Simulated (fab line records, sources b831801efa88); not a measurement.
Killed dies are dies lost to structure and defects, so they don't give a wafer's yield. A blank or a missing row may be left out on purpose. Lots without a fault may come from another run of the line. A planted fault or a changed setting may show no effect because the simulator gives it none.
fab line records | flow sfq_line
record lots=13 wafers=39 last_day=87
route steps=325 shown M1@59 M4@158 JJ@182
lots that met no fault: from a run of the same line without faults
start_h: hours from the record's first day to the start of the lot's first wafer shown | wait_h: hours since the lot's step before | " the same as in the row above | L1.1+2: a row that stands for several wafers | - no value, or no start given | * or withheld: withheld | < > ~ a bound
route shown NAME@n: a module of which the file shows steps, and the number in the route of the first | usual: mean/standard deviation of fault-free wafers | same: alike in all rows | chamber/n: place in a boat | sites: the reading at each site | _std_site: their standard deviation | _edge_site: outer sites' mean less inner sites' | radius_mm: how far each site lies from the wafer's centre | mask NAME#n: copy n | behind: the tool/chamber that last shaped the wafer | hold: why the lot was held/for how many hours/how that ended | device: the transistor (n, p or np) that didn't switch | end of line: the same wafers' tests at the end of the route | a step without rows: its recipe alone | killed: dies lost to structure and defects at the first sort, not the wafer's yield | map: a wafer's dies, x killed, . not, _ none there
set.NAME: the setting as run; set.NAME@STEP: as run at that earlier step | model.NAME: the simulator's own value behind a step, which no gauge read
steps of the route over a sample of lots; a table a step, a row a wafer
services: from which hour (start_h, from the record's first day; less than 0 if before it) a tool's chamber was out of use, for how many hours, and why
## steps
# step SFQ_TRILAYER_M1_DEP_SPUTTER_037
# recipe material=Nb base_pressure_pa=1.33e-06 chamber_pressure_pa=0.1333 substrate_temp_c=20 resputter_cathode_voltage_v=400 target_thk_nm=200 power_w=2000 time_s=133.3
# usual throttle_valve_pct=29.9/0.8
# columns lot.wafer tool chamber start_h wait_h throttle_valve_pct
L884.2 pvd_sputter-06 - 409.48 0.0 29.2
L884.4 " - " " 29.5
L884.5 " - " " 29.8
L885.3 pvd_sputter-03 - 425.98 0.0 29.2
L885.4 " - " " 29.7
L885.5 " - " " 29.4
L886.2 pvd_sputter-03 - 435.58 0.0 29.9
L886.4 " - " " 28.7
L886.5 " - " " 29.0
L887.2 pvd_sputter-05 - 445.18 0.0 29.4
L887.5 " - " " 31.8
L887.6 " - " " 29.8
L888.3 pvd_sputter-03 - 458.78 0.0 31.1
L888.5 " - " " 31.5
L888.6 " - " " 29.9
L889.2 pvd_sputter-03 - 468.38 0.0 31.0
L889.4 " - " " 29.2
L889.6 " - " " 30.1
L890.2 pvd_sputter-05 - 475.58 0.0 29.6
L890.3 " - " " 31.5
L890.4 " - " " 29.9
L896.1 pvd_sputter-05 - 521.08 0.0 29.9
L896.2 " - " " 29.6
L896.4 " - " " 29.7
L901.2 pvd_sputter-03 - 594.25 0.0 30.0
L901.4 " - " " 29.1
L901.6 " - " " 29.1
L903.1 pvd_sputter-05 - 614.47 0.0 30.2
L903.2 " - " " 29.5
L903.3 " - " " 31.7
L905.1 pvd_sputter-06 - 622.85 0.0 29.1
L905.2 " - " " 29.9
L905.3 " - " " 29.6
L906.2 pvd_sputter-05 - 630.05 0.0 31.4
L906.5 " - " " 29.4
L906.6 " - " " 31.5
L907.3 pvd_sputter-06 - 634.85 0.0 29.5
L907.5 " - " " 29.1
L907.6 " - " " 29.8
# step SFQ_M1_RS_MEAS_909
# recipe thk_meas_gauge=four-point-probe reads=Nb_of_TRILAYER_M1_DEP_SPUTTER_037
# usual M1_NB_RS=0.895/0.0094
# columns lot.wafer tool chamber start_h wait_h M1_NB_RS[ohm/sq]
L884.2 film_metro-03 - 409.59 0.1 0.893
L884.4 " - " " 0.893
L884.5 " - " " 0.896
L885.3 film_metro-01 - 426.11 0.1 0.891
L885.4 " - " " 0.884
L885.5 " - " " 0.896
L886.2 film_metro-01 - 435.69 0.1 0.908
L886.4 " - " " 0.917
L886.5 " - " " 0.911
L887.2 film_metro-03 - 445.29 0.1 0.902
L887.5 " - " " 0.901
L887.6 " - " " 0.906
L888.3 film_metro-03 - 458.91 0.1 0.882
L888.5 " - " " 0.888
L888.6 " - " " 0.875
L889.2 film_metro-04 - 468.49 0.1 0.888
L889.4 " - " " 0.895
L889.6 " - " " 0.878
L890.2 film_metro-01 - 475.69 0.1 0.900
L890.3 " - " " 0.898
L890.4 " - " " 0.904
L896.1 film_metro-03 - 521.17 0.0 0.899
L896.2 " - " " 0.900
L896.4 " - " " 1.092
L901.2 film_metro-04 - 594.36 0.1 0.874
L901.4 " - " " 0.877
L901.6 " - " " 0.880
L903.1 film_metro-03 - 614.56 0.0 0.903
L903.2 " - " " 0.904
L903.3 " - " " 0.897
L905.1 film_metro-03 - 622.94 0.0 0.903
L905.2 " - " " 0.912
L905.3 " - " " 0.907
L906.2 film_metro-04 - 630.16 0.1 0.903
L906.5 " - " " 0.893
L906.6 " - " " 0.907
L907.3 film_metro-01 - 634.98 0.1 0.895
L907.5 " - " " 0.891
L907.6 " - " " 0.899
# step SFQ_TRILAYER_M1_ETCH_METAL_ETCH_042
# recipe target=Nb stop_on=SiO2 mask_material=PR chemistry=Cl2/Ar target_depth_nm=240 icp_w=600 bias_w=80 pressure_mtorr=10 time_s=120
# usual drypump_motor_current_A=5.8/0.38 oes_product_au=0.891/0.0072
# columns lot.wafer tool chamber start_h wait_h drypump_motor_current_A oes_product_au rf_hours_counter_h
L884.2 rie_metal-02 1 565.33 0.0 6.5 0.891 38
L884.4 " 1 " " 6.5 0.883 -
L884.5 " 0 " " 5.6 0.892 -
L885.3 rie_metal-03 0 591.78 0.1 5.6 0.891 -
L885.4 " 1 " " 6.1 0.900 -
L885.5 " 0 " " 5.5 0.894 -
L886.2 rie_metal-03 1 599.15 0.0 6.1 0.893 29
L886.4 " 1 " " 6.1 0.875 -
L886.5 " 1 " " 6.1 0.874 -
L887.2 rie_metal-03 1 606.35 0.0 6.1 0.888 30
L887.5 " 0 " " 5.6 0.889 -
L887.6 " 1 " " 6.1 0.883 -
L888.3 rie_metal-03 1 614.79 0.1 6.2 0.894 -
L888.5 " 0 " " 5.6 0.904 -
L888.6 " 1 " " 6.1 0.890 -
L889.2 rie_metal-02 1 623.15 0.0 6.5 0.891 47
L889.4 " 1 " " 6.5 0.895 -
L889.6 " 0 " " 5.6 0.907 -
L890.2 rie_metal-04 0 626.75 0.0 5.9 0.890 36
L890.3 " 0 " " 5.9 0.894 -
L890.4 " 1 " " 5.4 0.892 -
L896.1 rie_metal-02 0 662.68 0.0 5.6 0.893 28
L896.2 " 1 " " 6.5 0.893 52
L896.4 " 1 " " 6.5 0.798 -
L901.2 rie_metal-04 0 718.05 0.0 5.9 0.906 51
L901.4 " 0 " " 5.9 0.902 -
L901.6 " 1 " " 5.3 0.903 -
L903.1 rie_metal-03 0 737.25 0.0 5.6 0.889 72
L903.2 " 1 " " 6.1 0.890 51
L903.3 " 0 " " 5.6 0.888 -
L905.1 rie_metal-03 0 745.65 0.0 5.6 0.891 74
L905.2 " 1 " " 6.1 0.878 53
L905.3 " 1 " " 6.1 0.885 -
L906.2 rie_metal-04 0 752.85 0.0 5.9 0.887 57
L906.5 " 1 " " 5.3 0.895 -
L906.6 " 0 " " 5.9 0.885 -
L907.3 rie_metal-03 1 758.89 0.1 6.1 0.890 -
L907.5 " 0 " " 5.6 0.892 -
L907.6 " 1 " " 6.1 0.888 -
# step SFQ_M4_OVL_MEAS_926
# usual M4_OVL=-2/5.4
# columns lot.wafer tool chamber start_h wait_h M4_OVL[nm]
L884.2 overlay-02 - 1015.16 0.1 -1
L884.4 " - " " -4
L884.5 " - " " 5
L885.3 overlay-01 - 1036.37 0.1 -3
L885.4 " - " " -8
L885.5 " - " " -10
L886.2 overlay-01 - 1037.51 0.1 2
L886.4 " - " " -3
L886.5 " - " " 0
L887.2 overlay-01 - 1038.71 0.1 8
L887.5 " - " " -2
L887.6 " - " " -2
L888.3 overlay-01 - 1039.91 0.1 -5
L888.5 " - " " 0
L888.6 " - " " -2
L889.2 overlay-01 - 1041.11 0.1 4
L889.4 " - " " 7
L889.6 " - " " 4
L890.2 overlay-01 - 1215.26 0.1 4
L890.3 " - " " -1
L890.4 " - " " 4
L896.1 overlay-02 - 1235.75 0.1 -5
L896.2 " - " " -1
L896.4 " - " " -1
L901.2 overlay-01 - 1260.03 0.1 7
L901.4 " - " " 11
L901.6 " - " " 6
L903.1 overlay-01 - 1420.07 0.1 5
L903.2 " - " " 4
L903.3 " - " " 2
L905.1 overlay-01 - 1427.27 0.1 1
L905.2 " - " " -10
L905.3 " - " " -7
L906.2 overlay-01 - 1438.08 0.1 -11
L906.5 " - " " -14
L906.6 " - " " -11
L907.3 overlay-02 - 1554.81 0.1 3
L907.5 " - " " 1
L907.6 " - " " 4
# step SFQ_TRILAYER_JJ_TRILAYER_DEP_SPUTTER_112
# recipe material=Nb base_pressure_pa=1.33e-06 chamber_pressure_pa=0.1333 substrate_temp_c=20 target_thk_nm=170 power_w=2000 time_s=113.3
# usual throttle_valve_pct=29.8/0.73
# columns lot.wafer tool chamber start_h wait_h throttle_valve_pct
L884.2 pvd_sputter-03 - 1032.16 0.5 29.0
L884.4 " - " " 29.2
L884.5 " - " " 30.0
L885.3 pvd_sputter-05 - 1047.64 0.5 29.6
L885.4 " - " " 29.7
L885.5 " - " " 29.9
L886.2 pvd_sputter-03 - 1049.16 0.5 31.2
L886.4 " - " " 30.0
L886.5 " - " " 29.4
L887.2 pvd_sputter-06 - 1051.48 0.5 29.0
L887.5 " - " " 28.9
L887.6 " - " " 29.7
L888.3 pvd_sputter-03 - 1052.15 0.5 29.5
L888.5 " - " " 29.2
L888.6 " - " " 31.0
L889.2 pvd_sputter-06 - 1055.75 0.5 29.4
L889.4 " - " " 29.5
L889.6 " - " " 29.5
L890.2 pvd_sputter-06 - 1225.13 0.6 29.0
L890.3 " - " " 29.5
L890.4 " - " " 29.6
L896.1 pvd_sputter-05 - 1251.92 0.5 31.4
L896.2 " - " " 29.5
L896.4 " - " " 29.8
L901.2 pvd_sputter-06 - 1270.36 0.5 29.5
L901.4 " - " " 29.0
L901.6 " - " " 29.7
L903.1 pvd_sputter-06 - 1429.84 0.5 29.3
L903.2 " - " " 29.0
L903.3 " - " " 30.0
L905.1 pvd_sputter-06 - 1439.44 0.5 29.5
L905.2 " - " " 29.8
L905.3 " - " " 29.1
L906.2 pvd_sputter-03 - 1459.06 0.5 29.9
L906.5 " - " " 31.1
L906.6 " - " " 29.1
L907.3 pvd_sputter-03 - 1693.12 0.5 29.3
L907.5 " - " " 31.0
L907.6 " - " " 29.9
# step SFQ_TRILAYER_JJ_CE_BARC_OPEN_RIE_150
# recipe mask_material=PR chemistry=O2 target_depth_nm=240 target=BARC icp_w=600 bias_w=80 pressure_mtorr=10 time_s=80
# usual drypump_motor_current_A=5.9/0.37 oes_product_au=0.538/0.0045
# columns lot.wafer tool chamber start_h wait_h drypump_motor_current_A oes_product_au rf_hours_counter_h
L884.2 rie_metal-02 0 1044.86 0.8 5.5 0.537 91
L884.4 " 0 " " 5.6 0.538 -
L884.5 " 1 " " 6.5 0.540 -
L885.3 rie_metal-02 0 1052.53 0.6 5.6 0.544 -
L885.4 " 1 " " 6.5 0.537 -
L885.5 " 0 " " 5.6 0.540 -
L886.2 rie_metal-03 1 1053.69 0.8 6.1 0.536 111
L886.4 " 0 " " 5.6 0.538 -
L886.5 " 1 " " 6.1 0.543 -
L887.2 rie_metal-03 1 1057.54 0.8 6.1 0.534 112
L887.5 " 1 " " 6.1 0.534 -
L887.6 " 0 " " 5.6 0.533 -
L888.3 rie_metal-02 1 1058.77 0.6 6.5 0.534 -
L888.5 " 1 " " 6.5 0.535 -
L888.6 " 0 " " 5.6 0.541 -
L889.2 rie_metal-02 0 1068.58 0.8 5.6 0.538 94
L889.4 " 0 " " 5.6 0.542 -
L889.6 " 0 " " 5.6 0.537 -
L890.2 rie_metal-04 0 1228.88 0.8 5.9 0.540 108
L890.3 " 0 " " 5.9 0.541 -
L890.4 " 1 " " 5.4 0.540 -
L896.1 rie_metal-03 0 1384.31 1.0 5.6 0.538 33
L896.2 " 1 " " 6.1 0.531 7
L896.4 " 1 " " 6.1 0.539 -
L901.2 rie_metal-03 0 1394.04 0.8 5.6 0.540 34
L901.4 " 0 " " 5.6 0.539 -
L901.6 " 1 " " 6.1 0.541 -
L903.1 rie_metal-02 0 1433.79 1.0 5.6 0.536 5
L903.2 " 1 " " 6.5 0.548 29
L903.3 " 1 " " 6.5 0.535 -
L905.1 rie_metal-04 0 1445.79 1.0 5.9 0.535 25
L905.2 " 1 " " 5.4 0.536 142
L905.3 " 1 " " 5.3 0.544 -
L906.2 rie_metal-02 1 1475.01 0.8 6.5 0.538 36
L906.5 " 0 " " 5.6 0.530 -
L906.6 " 1 " " 6.5 0.536 -
L907.3 rie_metal-04 1 1752.26 0.6 5.4 0.538 -
L907.5 " 1 " " 5.4 0.535 -
L907.6 " 0 " " 5.9 0.533 -
## services
# columns tool chamber start_h hours kind
pvd_sputter-06 - 430.60 8.9 repair
pvd_sputter-03 - 457.10 1.5 repair
pvd_sputter-03 - 472.38 1.8 repair
pvd_sputter-03 - 495.54 6.2 repair
rie_metal-03 - 544.05 1.4 repair
pvd_sputter-03 - 608.58 0.5 repair
pvd_sputter-03 - 610.44 3.4 repair
pvd_sputter-06 - 617.46 5.3 repair
rie_metal-03 - 628.69 0.4 repair
rie_metal-03 1 659.17 1.6 repair
rie_metal-03 0 688.31 6.8 repair
pvd_sputter-03 - 735.72 18.1 repair
pvd_sputter-03 - 817.14 1.9 repair
pvd_sputter-03 - 873.18 2.1 repair
rie_metal-03 - 994.66 2.8 pm
rie_metal-03 0 1009.15 10.0 repair
pvd_sputter-03 - 1045.79 1.0 repair
pvd_sputter-03 - 1466.20 2.0 repair
pvd_sputter-03 - 1497.77 0.6 repair
rie_metal-03 - 1529.49 0.8 repair
pvd_sputter-03 - 1588.15 3.8 repair
rie_metal-03 - 1631.47 14.8 repair
rie_metal-03 1 1650.66 26.4 repair
rie_metal-03 - 1691.30 1.4 pm
## key
first_sign step=SFQ_M1_RS_MEAS_909 reading=M1_NB_RS direction=up sigmas=21 usual=0.895 struck=1.092
effect step=SFQ_TRILAYER_M1_ETCH_METAL_ETCH_042 reading=oes_product_au direction=down sigmas=13 usual=0.891 struck=0.798
met_at SFQ_TRILAYER_M1_DEP_SPUTTER_037
struck_lots L896
struck_wafers L896.4
not_acting_at SFQ_M4_OVL_MEAS_926,SFQ_TRILAYER_JJ_TRILAYER_DEP_SPUTTER_112,SFQ_TRILAYER_JJ_CE_BARC_OPEN_RIE_150
onset_between 475.58 521.08
fault kind=process_parameter_drift tool=pvd_sputter-05 chamber=- onset_h=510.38 steps=SFQ_TRILAYER_M1_DEP_SPUTTER_037 channel=time_s offset=* shape=step end_h=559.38 acts_in=* stated=* scope=struck_wafers_only
